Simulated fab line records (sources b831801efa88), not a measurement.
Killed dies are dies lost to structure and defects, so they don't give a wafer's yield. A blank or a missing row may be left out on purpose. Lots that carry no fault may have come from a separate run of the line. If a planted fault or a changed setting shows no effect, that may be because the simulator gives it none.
fab line records	flow sky130
record lots=4	wafers=12	lastDay=50
route steps=708 shown VIA2@527 METAL3@532 CAPM@537 PAD_OPEN@708
lots untouched by any fault: they come from a run of this same line in which no faults occurred
startH: hours from the record's opening day to when the first of the lot's shown wafers began	waitH: how many hours have passed since the lot's step before this one	" same as the row above	L1.1+2: several wafers, shown together as one row	- no value, or no start given	* or withheld: withheld	< > ~ a bound
route shown NAME@n: a module of which the file shows steps, and the number in the route of the first	usual: mean/standard deviation taken from wafers without a fault	same: alike in all rows	chamber/n: place in a boat	sites: readings site by site	_std_site: their standard deviation	_edge_site: the outer-site mean with the inner-site mean subtracted	radiusMm: how far each site lies from the wafer's centre	mask NAME#n: copy n	behind: the tool/chamber that last shaped the wafer	hold: reason for holding the lot/hours on hold/outcome of the hold	device: the transistor (n, p or np) that didn't switch	end of line: at the end of the route, the tests of the same wafers	where a step has no rows: the recipe by itself	killed: count of dies lost to structure and defects at first sort (not the wafer's yield)	map: dies across one wafer; x = killed, . = not, _ = none there
set.NAME: setting as actually run; set.NAME@STEP: the setting as run at that earlier step	model.NAME: the simulator's own value behind a step, which no gauge read
lots seen at some steps along the route; tables by step, rows by wafer
services: when a tool's chamber went out of use (startH, in hours from the record's first day, below 0 if earlier), for how many hours, and the reason
## steps
# step SKY_VIA2_SPUTTER_20
# recipe material=TiN	targetThkNm=20	chamberPressurePa=5	powerW=4000	timeS=80
# step SKY_VIA2_CVD_21
# recipe material=W	targetThkNm=420	timeS=126.4	tempC=400	pressureTorr=40
# step SKY_VIA2_CMP_24
# recipe stopOn=SiO2	tOverpolishS=20	downForcePsi=3.5	platenRpm=60	targetThkNm=0	padVelocityMS=0.94248
# step SKY_METAL3_SPUTTER_00
# recipe material=Ti	targetThkNm=15	powerW=3000	timeS=10	chamberPressurePa=0.4
# step SKY_METAL3_SPUTTER_01
# recipe material=TiN	targetThkNm=20	powerW=6329	timeS=16.7	chamberPressurePa=0.4
# step SKY_METAL3_SPUTTER_02
# recipe material=AlCu	targetThkNm=735	powerW=10600	timeS=39.1	chamberPressurePa=0.4
# step SKY_METAL3_SPUTTER_03
# recipe material=Ti	targetThkNm=5	powerW=3000	timeS=3.3	chamberPressurePa=0.4
# step SKY_METAL3_SPUTTER_04
# recipe material=TiN	targetThkNm=70	powerW=6500	timeS=58.3	chamberPressurePa=0.4
# step SKY_CAPM_CVD_00
# recipe material=SiO2	targetThkNm=15.5	tempC=400	timeS=withheld	rfW=450
# step SKY_CAPM_SPUTTER_02
# recipe material=TiN	targetThkNm=200	tempC=300	powerW=6500	timeS=166.7	chamberPressurePa=0.4
# usual cathodeDcPowerW=6500.0/1.2	throttleValvePct=30.0/1
lot.wafer	tool	chamber	startH	waitH	cathodeDcPowerW	throttleValvePct	model.TiN_of_CAPM_SPUTTER_02.thkNm
L128.2	pvdSputter-04	-	905.23	0.0	6500.8	30.4	199.3
L128.5	"	-	"	"	6501.5	30.4	199.5
L128.6	"	-	"	"	6499.8	30.3	200.3
L129.1	pvdSputter-02	-	917.27	0.1	6498.4	27.5	197.7
L129.2	"	-	"	"	6498.0	29.8	198.7
L129.4	"	-	"	"	6499.9	30.4	197.5
L140.1	pvdSputter-02	-	988.63	0.1	6501.3	29.9	199.5
L140.4	"	-	"	"	6499.5	29.9	200.5
L140.6	"	-	"	"	7070.7	30.4	217.5
L143.1	pvdSputter-02	-	1007.07	0.1	6500.4	27.7	196.4
L143.2	"	-	"	"	6501.5	29.3	202.4
L143.6	"	-	"	"	7071.2	30.8	214.5
# step SKY_CAPM_RS_MEAS_03
# recipe thkMeasGauge=four-point-probe	reads=TiN_of_CAPM_SPUTTER_02
# usual CAPM_TIN_RS=6.89/0.11
lot.wafer	tool	chamber	startH	waitH	hold	CAPM_TIN_RS[ohm/sq]
L128.2	filmMetro-02	-	905.36	0.1	-	6.95
L128.5	"	-	"	"	-	6.93
L128.6	"	-	"	"	-	6.89
L129.1	filmMetro-03	-	917.38	0.1	-	7.00
L129.2	"	-	"	"	-	6.96
L129.4	"	-	"	"	-	7.01
L140.1	filmMetro-02	-	988.74	0.1	awaitDispo/0.2h/release	6.93
L140.4	"	-	"	"	awaitDispo/0.2h/release	6.90
L140.6	"	-	"	"	awaitDispo/0.2h/release	6.35
L140.1	filmMetro-02	-	989.02	0.3	-	6.94
L140.4	"	-	"	"	-	6.90
L140.6	"	-	"	"	-	6.35
L143.1	filmMetro-03	-	1007.18	0.1	awaitDispo/0.2h/release	7.04
L143.2	"	-	"	"	awaitDispo/0.2h/release	6.83
L143.6	"	-	"	"	awaitDispo/0.2h/release	6.45
L143.1	filmMetro-03	-	1007.47	0.3	-	7.05
L143.2	"	-	"	"	-	6.82
L143.6	"	-	"	"	-	6.44
# step SKY_CAPM_THK_MEAS_04
# recipe thkMeasGauge=xrf	reads=TiN_of_CAPM_SPUTTER_02
# usual CAPM_TIN_THK=199/3.1
lot.wafer	tool	chamber	startH	waitH	hold	CAPM_TIN_THK[nm]
L128.2	filmMetro-02	-	905.47	0.1	-	196
L128.5	"	-	"	"	-	197
L128.6	"	-	"	"	-	198
L129.1	filmMetro-03	-	917.50	0.1	-	197
L129.2	"	-	"	"	-	198
L129.4	"	-	"	"	-	197
L140.1	filmMetro-02	-	993.34	4.3	awaitDispo/0.2h/release	197
L140.4	"	-	"	"	awaitDispo/0.2h/release	199
L140.6	"	-	"	"	awaitDispo/0.2h/release	214
L140.1	filmMetro-02	-	993.60	0.2	-	198
L140.4	"	-	"	"	-	198
L140.6	"	-	"	"	-	215
L143.1	filmMetro-03	-	1009.93	2.4	awaitDispo/0.2h/release	194
L143.2	"	-	"	"	awaitDispo/0.2h/release	200
L143.6	"	-	"	"	awaitDispo/0.2h/release	212
L143.1	filmMetro-03	-	1010.15	0.2	-	195
L143.2	"	-	"	"	-	201
L143.6	"	-	"	"	-	213
# step SKY_CAPM_HMDS_06
# recipe primeTimeS=60	primeTempC=120
# step SKY_CAPM_COAT_07
# recipe resist=NOVOLAK	spinRpm=3000	resistThkNm=1140
# step SKY_CAPM_SOFTBAKE_08
# recipe tempC=90	timeS=60	resist=NOVOLAK
# step SKY_CAPM_EXPOSE_09
# recipe maskId=CAPM	na=0.6	sourceShape=conventional	sigmaOuter=0.6	polarization=unpolarized	targetCdNm=1000	doseMj=159
# step SKY_CAPM_PEB_10
# recipe tempC=withheld	timeS=*	resist=NOVOLAK
# step SKY_CAPM_DEVELOP_11
# recipe resist=NOVOLAK	developer=TMAH	developTimeS=60	devTempC=23
# step SKY_CAPM_METAL_ETCH_13
# recipe targetDepthNm=220	stopOn=SiO2	chemistry=Cl2/BCl3	target=TiN	pressureMtorr=10	icpW=900	biasW=48.5	Cl2_flow_sccm=60	bcl3FlowSccm=30	timeS=62.9
# usual drypumpMotorCurrentA=5.38/0.3	heBacksideLeakSccm=3.5/0.38	oesProductAu=0.943/0.0098	throttleValvePct=21.901/0.01
lot.wafer	tool	chamber	startH	waitH	drypumpMotorCurrentA	heBacksideLeakSccm	oesProductAu	rfHoursCounterH	throttleValvePct
L128.2	rieMetal-01	0	930.07	0.0	5.85	3.5	0.932	8	21.897
L128.5	"	0	"	"	5.82	3.7	0.937	-	21.903
L128.6	"	1	"	"	5.09	3.2	0.941	-	21.885
L129.1	rieMetal-03	1	942.21	0.0	5.16	3.6	0.939	12	21.912
L129.2	"	0	"	"	5.59	3.6	0.939	5	21.910
L129.4	"	0	"	"	5.54	3.6	0.934	-	21.918
L140.1	rieMetal-04	1	1011.82	0.0	5.62	3.3	0.937	2	21.898
L140.4	"	1	"	"	5.59	3.3	0.941	-	21.915
L140.6	"	1	"	"	5.61	3.3	0.983	-	21.872
L143.1	rieMetal-03	1	1030.22	0.0	5.15	3.5	0.926	16	21.904
L143.2	"	0	"	"	5.59	3.4	0.942	10	21.900
L143.6	"	1	"	"	5.15	3.4	0.987	-	21.883
# step SKY_CAPM_STRIP_14
# recipe chemistry=O2/N2	powerW=1400	pressureMtorr=1500	platenTempC=withheld	o2FlowSccm=2851	n2FlowSccm=300	overashFraction=0.5
# step SKY_CAPM_STRIP_15
# recipe chemistry=postEtchResidueRemover	timeS=1200	tempC=72.5
# step SKY_CAPM_CLEAN_16
# recipe chemistry=IPA	timeS=180	tempC=25
# step SKY_CAPM_CLEAN_17
# recipe chemistry=O3/DIW	dry=n2Spin
# step SKY_METAL3_DEHYDRATE_05
# recipe tempC=200	timeS=60
# step SKY_METAL3_HMDS_06
# recipe primeTimeS=60	primeTempC=120
# step SKY_METAL3_COAT_07
# recipe resist=BARC	tempC=withheld	timeS=withheld	spinRpm=3000	resistThkNm=60
# step SKY_METAL3_COAT_08
# recipe resist=KrF-thick	spinRpm=3000	resistThkNm=1140
# step SKY_METAL3_SOFTBAKE_09
# recipe tempC=100	timeS=90	resist=KrF-thick
# step SKY_METAL3_EXPOSE_10
# recipe maskId=MM3	na=0.68	sourceShape=annular	sigmaInner=0.4	sigmaOuter=0.8	targetCdNm=300	doseMj=28
# step SKY_METAL3_PEB_11
# recipe pebTempC=withheld	pebTimeS=withheld	resist=KrF-thick
# step SKY_METAL3_DEVELOP_12
# recipe developTimeS=57.68	resist=KrF-thick	devTempC=21
# step SKY_METAL3_DESCUM_15
# recipe chemistry=O2	sourcePowerW=150	biasPowerW=0	pressureMtorr=10	tempC=40	timeS=8
# step SKY_METAL3_ETCH_16
# recipe chemistry=N2/H2	target=BARC	ionEnergyEv=200	biasW=100	pressureMtorr=30	n2FlowSccm=100	h2FlowSccm=200	icpW=500	stopOn=SiO2	timeS=88.2	targetDepthA=600
# step SKY_METAL3_ETCH_17
# recipe target=SiO2	stopOn=TiN	chemistry=C4F8/O2/Ar	sourceW=1500	biasW=1200	pressureMtorr=40	c4f8FlowSccm=withheld	O2_flow_sccm=6	Ar_flow_sccm=300	timeS=3.9	targetDepthA=150
# step SKY_METAL3_METAL_ETCH_18
# recipe targetDepthA=8450	stopOn=SiO2	overEtchFrac=0.3	timeS=183.1	chemistry=Cl2/BCl3	resistSidewallDeg=88	pressureMtorr=10	icpW=900	biasW=48.5	Cl2_flow_sccm=60	bcl3FlowSccm=30
# step SKY_METAL3_STRIP_20
# recipe chemistry=postEtchResidueRemover	timeS=1200	tempC=72.5
# usual bathHeatDutyPct=14.0/1.1
lot.wafer	tool	chamber	startH	waitH	bathHeatDutyPct	model.TiN_of_CAPM_SPUTTER_02.thkNm
L128.2	wetBench-04	2	955.76	0.1	12.9	198.4
L128.5	"	2	"	"	12.7	198.6
L128.6	"	2	"	"	12.9	199.4
L129.1	wetBench-01	2	968.34	0.1	14.0	196.8
L129.2	"	2	"	"	14.3	197.9
L129.4	"	2	"	"	15.1	196.7
L140.1	wetBench-03	1	1036.11	0.1	13.6	198.6
L140.4	"	1	"	"	14.3	199.7
L140.6	"	1	"	"	13.4	216.6
L143.1	wetBench-03	1	1053.36	0.1	14.3	195.6
L143.2	"	1	"	"	15.1	201.6
L143.6	"	1	"	"	12.4	213.6
# step SKY_PAD_OPEN_PROBE_99
# usual defectLimitedYield=82.7/1.8	killed_at_M0_to_M3=42/7.2	killed_at_M4_up=3.4/2.1	killedAtContacts=24/5.4	killedAtFrontEnd=15/4	killedAtOther=0.3/0.53	killedDies=85/8.8	killedOpen=47/6.7	killedShort=38/6.5
# same grossDies=492	killedAtBackSide=0
lot.wafer	tool	chamber	startH	waitH	defectLimitedYield[%]	killed_at_M0_to_M3	killed_at_M4_up	killedAtContacts	killedAtFrontEnd	killedAtOther	killedDies	killedOpen	killedShort	model.etest.capMim.plateOhmSq	model.etest.tester.sort_bin_8_pct
L128.2	prober-01	-	1120.86	0.1	81.1	45	5	24	19	0	93	49	44	5.967	0
L128.5	prober-01	-	1121.01	0.2	84.1	37	5	21	15	0	78	51	27	6.055	0
L128.6	prober-01	-	1121.06	0.2	83.9	34	3	29	13	0	79	47	32	5.955	0
L129.1	prober-02	-	1130.63	0.1	85.2	36	2	24	10	1	73	43	29	6.087	0
L129.2	prober-02	-	1130.68	0.1	85.0	41	1	19	12	1	74	47	27	6.007	0
L129.4	prober-02	-	1130.78	0.2	86.0	27	5	16	21	0	69	27	42	6.082	0
L140.1	prober-02	-	1181.75	0.1	82.1	40	1	28	19	0	88	53	35	6.031	0
L140.4	prober-02	-	1181.90	0.2	86.2	33	3	21	11	0	68	46	21	6.04	0
L140.6	prober-02	-	1182.00	0.2	81.5	45	4	25	17	0	91	46	45	5.49	2.888e-05
L143.1	prober-01	-	1196.84	0.1	84.1	38	5	18	16	1	78	39	38	6.117	0
L143.2	prober-01	-	1196.89	0.1	83.5	42	4	19	15	1	81	44	34	5.85	0
L143.6	prober-01	-	1197.09	0.2	81.7	49	2	24	15	0	90	43	47	5.575	0
# killed by level:class
L128.2 VIA1:geometricParticle:open=11 CONTACT:geometricParticle:open=9 CONTACT:geometricParticle:short=7 LI_CONTACT:geometricParticle:open=6 VIA3:geometricParticle:open=6 VIA1:geometricParticle:short=5 METAL1:geometricParticle:short=5 FIELD_ISO:geometricParticle:short=4
L128.5 VIA2:geometricParticle:open=12 VIA1:geometricParticle:open=8 CONTACT:geometricParticle:open=8 LI_CONTACT:geometricParticle:open=5 FIELD_ISO:geometricParticle:open=4 VIA2:geometricParticle:short=4 METAL2:geometricParticle:short=4 VIA3:geometricParticle:open=4
L128.6 CONTACT:geometricParticle:open=12 VIA2:geometricParticle:open=10 VIA1:geometricParticle:open=7 LI_CONTACT:geometricParticle:open=6 POLY_GATE:geometricParticle:open=5 CONTACT:geometricParticle:short=5 METAL2:geometricParticle:short=4 FIELD_ISO:geometricParticle:open=3
L129.1 VIA1:geometricParticle:open=11 CONTACT:geometricParticle:open=7 LI_CONTACT:geometricParticle:open=6 VIA2:geometricParticle:open=5 CONTACT:geometricParticle:short=4 VIA3:geometricParticle:open=4 POLY_GATE:geometricParticle:open=3 LI_CONTACT:geometricParticle:short=3
L129.2 VIA1:geometricParticle:open=16 CONTACT:geometricParticle:open=9 METAL1:geometricParticle:short=5 METAL2:geometricParticle:open=4 CONTACT:geometricParticle:short=4 VIA1:geometricParticle:short=4 VIA3:geometricParticle:open=4 FIELD_ISO:geometricParticle:short=3
L129.4 CONTACT:geometricParticle:open=6 VIA1:geometricParticle:open=6 CONTACT:geometricParticle:short=5 VIA1:geometricParticle:short=5 FIELD_ISO:geometricParticle:open=4 VIA2:geometricParticle:short=4 METAL4:geometricParticle:short=4 FIELD_ISO:geometricParticle:short=3
L140.1 VIA1:geometricParticle:open=12 CONTACT:geometricParticle:open=10 FIELD_ISO:geometricParticle:open=8 LI_CONTACT:geometricParticle:open=6 METAL2:geometricParticle:short=5 VIA1:geometricParticle:short=5 VIA2:geometricParticle:open=5 LI_CONTACT:geometricParticle:short=4
L140.4 VIA1:geometricParticle:open=14 POLY_GATE:geometricParticle:open=7 VIA3:geometricParticle:open=7 CONTACT:geometricParticle:short=6 LI_CONTACT:geometricParticle:open=5 CONTACT:geometricParticle:open=5 LOCAL_INTERCONNECT:geometricParticle:short=3 METAL2:geometricParticle:short=3
L140.6 LI_CONTACT:geometricParticle:open=9 VIA2:geometricParticle:open=9 VIA1:geometricParticle:open=8 VIA1:geometricParticle:short=7 FIELD_ISO:geometricParticle:short=5 LOCAL_INTERCONNECT:geometricParticle:short=4 CONTACT:geometricParticle:open=4 CONTACT:geometricParticle:short=4
L143.1 CONTACT:geometricParticle:short=6 CONTACT:geometricParticle:open=6 VIA1:geometricParticle:open=6 VIA2:geometricParticle:open=6 FIELD_ISO:geometricParticle:short=5 POLY_GATE:geometricParticle:open=5 METAL1:geometricParticle:short=5 VIA1:geometricParticle:short=5
L143.2 VIA1:geometricParticle:open=10 CONTACT:geometricParticle:open=8 VIA2:geometricParticle:open=6 VIA3:geometricParticle:open=6 VIA1:geometricParticle:short=5 METAL2:geometricParticle:short=5 LI_CONTACT:geometricParticle:open=4 METAL1:geometricParticle:short=4
L143.6 CONTACT:geometricParticle:open=11 VIA1:geometricParticle:open=9 METAL1:geometricParticle:short=7 VIA2:geometricParticle:open=7 VIA3:geometricParticle:short=6 METAL2:geometricParticle:short=6 VIA1:geometricParticle:short=5 LI_CONTACT:geometricParticle:open=4
## services
tool	chamber	startH	hours	kind
rieMetal-04	0	907.78	4.0	repair
rieMetal-03	-	920.49	0.2	repair
wetBench-01	-	920.96	1.2	repair
pvdSputter-04	0	955.99	-	consumableReplace:kit
pvdSputter-04	0	955.99	18.0	scheduledDown
pvdSputter-04	0	955.99	18.0	ventCycle
rieMetal-04	1	964.34	-	clean
rieMetal-04	1	964.34	23.6	scheduledDown
rieMetal-04	1	964.34	23.6	ventCycle
rieMetal-03	1	976.43	1.9	repair
pvdSputter-02	1	982.29	-	consumableReplace:kit
pvdSputter-02	1	982.29	18.0	scheduledDown
pvdSputter-02	1	982.29	18.0	ventCycle
rieMetal-04	0	996.29	-	clean
rieMetal-04	0	996.29	26.1	scheduledDown
rieMetal-04	0	996.29	26.1	ventCycle
pvdSputter-04	-	1016.30	5.2	repair
wetBench-03	-	1019.07	4.4	pm
rieMetal-01	-	1021.68	28.1	pm
## key
firstSign step=SKY_CAPM_SPUTTER_02	reading=cathodeDcPowerW	direction=up	sigmas=99+	usual=6500.0	struck=7071.0
effect step=SKY_CAPM_RS_MEAS_03	reading=visit	direction=added
effect step=SKY_CAPM_THK_MEAS_04	reading=visit	direction=added
effect step=SKY_CAPM_METAL_ETCH_13	reading=oesProductAu	direction=up	sigmas=4.3	usual=0.943	struck=0.985
modelEffect step=SKY_CAPM_SPUTTER_02	value=TiN_of_CAPM_SPUTTER_02.thkNm	without=198.4	struck=216
modelEffect step=SKY_METAL3_STRIP_20	value=TiN_of_CAPM_SPUTTER_02.thkNm	without=197.6	struck=215.1
modelEffect step=SKY_PAD_OPEN_PROBE_99	value=etest.capMim.plateOhmSq	without=6.022	struck=5.532
metAt SKY_CAPM_SPUTTER_02
struckWafers L140.6,L143.6
onsetBetween 917.27 988.63
fault kind=processParameterDrift	tool=pvdSputter-02	chamber=-	onsetH=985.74	steps=SKY_CAPM_SPUTTER_02	channel=powerW	offset=*	shape=step	endH=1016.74	actsIn=*	stated=*	scope=struckWafersOnly
